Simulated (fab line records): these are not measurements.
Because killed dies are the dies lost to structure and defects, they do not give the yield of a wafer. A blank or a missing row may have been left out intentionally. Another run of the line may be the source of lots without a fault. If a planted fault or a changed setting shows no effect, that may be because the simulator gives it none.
Chamber matching :: flow gf180mcu :: GF_V3_CMP_26 on cmp-01: 4 sister chambers
The step polishes, stops on SiO2, t overpolish 15 s, target thk 0 nm. 24 wafers are shown with their chamber, then 12 later ones without.

== WAFERS WITH THEIR CHAMBER ==
wafer: L074.4
chamber: 1
motorCurrentA (A): 10.8
timeToEndpointS (s): 93
overpolishRunS (s): 14.998

wafer: L074.5
chamber: 0
motorCurrentA (A): 10.3
timeToEndpointS (s): 90
overpolishRunS (s): 14.998

wafer: L074.6
chamber: 3
motorCurrentA (A): 10.5
timeToEndpointS (s): 88
overpolishRunS (s): 14.998

wafer: L075.2
chamber: 1
motorCurrentA (A): 10.5
timeToEndpointS (s): 88
overpolishRunS (s): 15.014

wafer: L075.4
chamber: 3
motorCurrentA (A): 10.0
timeToEndpointS (s): 83
overpolishRunS (s): 14.993

wafer: L075.6
chamber: 2
motorCurrentA (A): 10.1
timeToEndpointS (s): 87
overpolishRunS (s): 14.992

wafer: L076.1
chamber: 2
motorCurrentA (A): 10.3
timeToEndpointS (s): 91
overpolishRunS (s): 15.015

wafer: L076.2
chamber: 0
motorCurrentA (A): 9.9
timeToEndpointS (s): 89
overpolishRunS (s): 14.990

wafer: L076.6
chamber: 0
motorCurrentA (A): 9.5
timeToEndpointS (s): 90
overpolishRunS (s): 15.005

wafer: L077.2
chamber: 3
motorCurrentA (A): 10.2
timeToEndpointS (s): 87
overpolishRunS (s): 15.006

wafer: L077.5
chamber: 1
motorCurrentA (A): 10.2
timeToEndpointS (s): 87
overpolishRunS (s): 14.997

wafer: L077.6
chamber: 2
motorCurrentA (A): 9.5
timeToEndpointS (s): 90
overpolishRunS (s): 14.990

wafer: L079.1
chamber: 1
motorCurrentA (A): 10.6
timeToEndpointS (s): 85
overpolishRunS (s): 15.007

wafer: L079.3
chamber: 0
motorCurrentA (A): 10.0
timeToEndpointS (s): 89
overpolishRunS (s): 14.997

wafer: L079.6
chamber: 0
motorCurrentA (A): 10.4
timeToEndpointS (s): 86
overpolishRunS (s): 14.997

wafer: L080.1
chamber: 2
motorCurrentA (A): 10.0
timeToEndpointS (s): 84
overpolishRunS (s): 14.998

wafer: L080.5
chamber: 1
motorCurrentA (A): 10.6
timeToEndpointS (s): 86
overpolishRunS (s): 15.001

wafer: L080.6
chamber: 2
motorCurrentA (A): 10.2
timeToEndpointS (s): 86
overpolishRunS (s): 15.005

wafer: L083.3
chamber: 2
motorCurrentA (A): 9.3
timeToEndpointS (s): 82
overpolishRunS (s): 14.998

wafer: L083.4
chamber: 1
motorCurrentA (A): 10.5
timeToEndpointS (s): 84
overpolishRunS (s): 15.001

wafer: L083.5
chamber: 0
motorCurrentA (A): 9.4
timeToEndpointS (s): 86
overpolishRunS (s): 15.005

wafer: L088.1
chamber: 0
motorCurrentA (A): 9.8
timeToEndpointS (s): 84
overpolishRunS (s): 15.001

wafer: L088.3
chamber: 3
motorCurrentA (A): 9.8
timeToEndpointS (s): 85
overpolishRunS (s): 15.006

wafer: L088.5
chamber: 3
motorCurrentA (A): 10.0
timeToEndpointS (s): 81
overpolishRunS (s): 14.994

SIGNATURES (averages over the wafers above)
reading: motorCurrentA
chamber 0: 9.900
chamber 1: 10.533
chamber 2: 9.900
chamber 3: 10.100
scatter within a chamber: 0.327

reading: timeToEndpointS
chamber 0: 87.71
chamber 1: 87.17
chamber 2: 86.67
chamber 3: 84.80
scatter within a chamber: 2.97

reading: overpolishRunS
chamber 0: 14.99900
chamber 1: 15.00300
chamber 2: 14.99967
chamber 3: 14.99940
scatter within a chamber: 0.0069
Rule: a wafer lies at a distance from a chamber equal to the root of the sum of squares, over the readings, of (its reading less the chamber's mean, divided by the reading's scatter). If the next closest chamber is less than 2 further off than the closest, the wafer can't be placed; otherwise it belongs to the closest. The scatter: take each reading less its chamber's mean, square it, sum over the shown wafers, divide by the number of wafers less the number of chambers, and take the root.

== WAFERS WITH NO CHAMBER GIVEN ==
wafer: L089.2
motorCurrentA (A): 10.4
timeToEndpointS (s): 86
overpolishRunS (s): 15.008

wafer: L089.3
motorCurrentA (A): 9.5
timeToEndpointS (s): 87
overpolishRunS (s): 15.008

wafer: L089.6
motorCurrentA (A): 10.2
timeToEndpointS (s): 85
overpolishRunS (s): 15.015

wafer: L091.1
motorCurrentA (A): 9.9
timeToEndpointS (s): 90
overpolishRunS (s): 15.006

wafer: L091.4
motorCurrentA (A): 10.2
timeToEndpointS (s): 89
overpolishRunS (s): 15.010

wafer: L091.6
motorCurrentA (A): 9.2
timeToEndpointS (s): 90
overpolishRunS (s): 15.000

wafer: L092.1
motorCurrentA (A): 9.7
timeToEndpointS (s): 85
overpolishRunS (s): 14.997

wafer: L092.2
motorCurrentA (A): 10.1
timeToEndpointS (s): 84
overpolishRunS (s): 14.997

wafer: L092.3
motorCurrentA (A): 10.4
timeToEndpointS (s): 86
overpolishRunS (s): 15.008

wafer: L094.1
motorCurrentA (A): 10.7
timeToEndpointS (s): 86
overpolishRunS (s): 15.003

wafer: L094.3
motorCurrentA (A): 9.8
timeToEndpointS (s): 84
overpolishRunS (s): 15.001

wafer: L094.4
motorCurrentA (A): 9.3
timeToEndpointS (s): 87
overpolishRunS (s): 15.017

== CHAMBER TAKEN BY EACH ==
wafer: L089.2
from the rows above: can't be placed: 1 or 3 or 2 or 0
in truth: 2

wafer: L089.3
from the rows above: can't be placed: 2 or 0 or 3 or 1
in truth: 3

wafer: L089.6
from the rows above: can't be placed: 1 or 3 or 2 or 0
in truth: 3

wafer: L091.1
from the rows above: can't be placed: 0 or 2 or 3 or 1
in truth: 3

wafer: L091.4
from the rows above: can't be placed: 1 or 0 or 2 or 3
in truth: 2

wafer: L091.6
from the rows above: can't be placed: 0 or 2 or 3 or 1
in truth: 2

wafer: L092.1
from the rows above: can't be placed: 2 or 0 or 3 or 1
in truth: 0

wafer: L092.2
from the rows above: can't be placed: 3 or 2 or 0 or 1
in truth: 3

wafer: L092.3
from the rows above: can't be placed: 1 or 3 or 2 or 0
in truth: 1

wafer: L094.1
from the rows above: can't be placed: 1 or 3 or 2 or 0
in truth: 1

wafer: L094.3
from the rows above: can't be placed: 2 or 3 or 0 or 1
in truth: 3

wafer: L094.4
from the rows above: can't be placed: 2 or 0 or 3 or 1
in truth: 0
Placed correctly: 0 of 12. From these rows, 12 cannot be placed; in 12 the true chamber is one of the candidates. Wrongly placed: 0.
